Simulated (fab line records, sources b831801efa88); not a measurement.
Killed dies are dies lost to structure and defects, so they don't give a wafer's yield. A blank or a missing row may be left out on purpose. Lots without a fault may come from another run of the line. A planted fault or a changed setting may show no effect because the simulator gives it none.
Which tool did it? | flow sky130 | 10 lots, 30 wafers sampled, at 4 steps of a route of 708

WHAT THE GAUGES READ, wafer by wafer
SKY_PASSIVATION_THK_MEAS_03.
lot  | measured     | on            | PASSIVATION_CVD_02_THK (nm)
L446 | day 44 09:06 | film_metro-01 | 542 546 547
L447 | day 44 17:59 | film_metro-01 | 542 547 544
L449 | day 45 13:10 | film_metro-02 | 536 538 585
L452 | day 46 04:22 | film_metro-04 | 543 538 549
L453 | day 46 08:21 | film_metro-01 | 583 543 555
L463 | day 48 17:28 | film_metro-04 | 542 534 552
L464 | day 48 20:34 | film_metro-02 | 541 538 554
L465 | day 49 03:53 | film_metro-02 | 542 549 539
L466 | day 49 09:41 | film_metro-02 | 538 535 543
L467 | day 49 12:23 | film_metro-04 | 536 545 543

WHICH TOOL RAN EACH LOT (tool, then ch and the chambers of the sampled wafers, then the start)
lot  | SKY_METAL4_DESCUM_15              | SKY_VIA4_STRIP_13                    | SKY_PASSIVATION_CVD_02
L446 | rie_metal-04 ch 0,1, day 42 08:09 | plasma_asher-04 ch 0,1, day 43 08:01 | pecvd-03 ch 0,1,2, day 44 08:52
L447 | rie_metal-01 ch 1, day 42 15:42   | plasma_asher-02 ch 0,1, day 43 16:48 | pecvd-02 ch 0,1,2, day 44 17:45
L449 | rie_metal-02 ch 0,1, day 43 13:34 | plasma_asher-03 ch 0,1, day 44 13:07 | pecvd-02 ch 0,1,2, day 45 12:56
L452 | rie_metal-02 ch 0,1, day 44 05:36 | plasma_asher-02 ch 0,1, day 45 04:47 | pecvd-01 ch 1,2, day 46 04:08
L453 | rie_metal-01 ch 0,1, day 44 10:10 | plasma_asher-03 ch 0,1, day 45 09:32 | pecvd-02 ch 0,1, day 46 08:07
L463 | rie_metal-01 ch 0,1, day 46 23:13 | plasma_asher-03 ch 0,1, day 47 20:37 | pecvd-01 ch 1,2, day 48 17:15
L464 | rie_metal-04 ch 0, day 47 01:24   | plasma_asher-03 ch 0,1, day 47 23:22 | pecvd-02 ch 1,2, day 48 20:21
L465 | rie_metal-04 ch 0,1, day 47 09:00 | plasma_asher-03 ch 0,1, day 48 06:28 | pecvd-01 ch 0,1,2, day 49 03:40
L466 | rie_metal-04 ch 0,1, day 47 17:04 | plasma_asher-04 ch 0,1, day 48 13:04 | pecvd-02 ch 0,1,2, day 49 09:28
L467 | rie_metal-04 ch 0,1, day 47 19:00 | plasma_asher-03 ch 0,1, day 48 15:49 | pecvd-02 ch 1,2, day 49 12:09
- SKY_METAL4_DESCUM_15: chemistry O2, time 8 s.
- SKY_VIA4_STRIP_13: strips in O2/N2.
- SKY_PASSIVATION_CVD_02: deposits Si3N4, target thk 540 nm.

THE ANSWER, worked out from the rows above alone
Rule: what is usual is taken from the lots themselves. Put in order of their means at a reading, lots are off if they are a third of the lots or fewer, leave a main group of 4 or more, and stand apart from it by a gap of 3 or more times the standard deviation of the main group's means; of several such gaps the widest counts. A main group whose means are all the same, to the digits that the tables above print for the reading, isn't used. A lot without any number at a reading at which 4 lots or more have one is off too. The other lots that the step has rows for count as sound.
Off: L449, L453, at SKY_PASSIVATION_THK_MEAS_03 (PASSIVATION_CVD_02_THK). The main group: mean 543 nm, standard deviation 1.9.
A tool fits if, at a process step before that reading, it ran every lot that is off, and no sound lot after the first of them. The gauges at SKY_PASSIVATION_THK_MEAS_03 are tried like those tools. None of those tried fits.

WHAT THE SIMULATOR HAD PUT IN
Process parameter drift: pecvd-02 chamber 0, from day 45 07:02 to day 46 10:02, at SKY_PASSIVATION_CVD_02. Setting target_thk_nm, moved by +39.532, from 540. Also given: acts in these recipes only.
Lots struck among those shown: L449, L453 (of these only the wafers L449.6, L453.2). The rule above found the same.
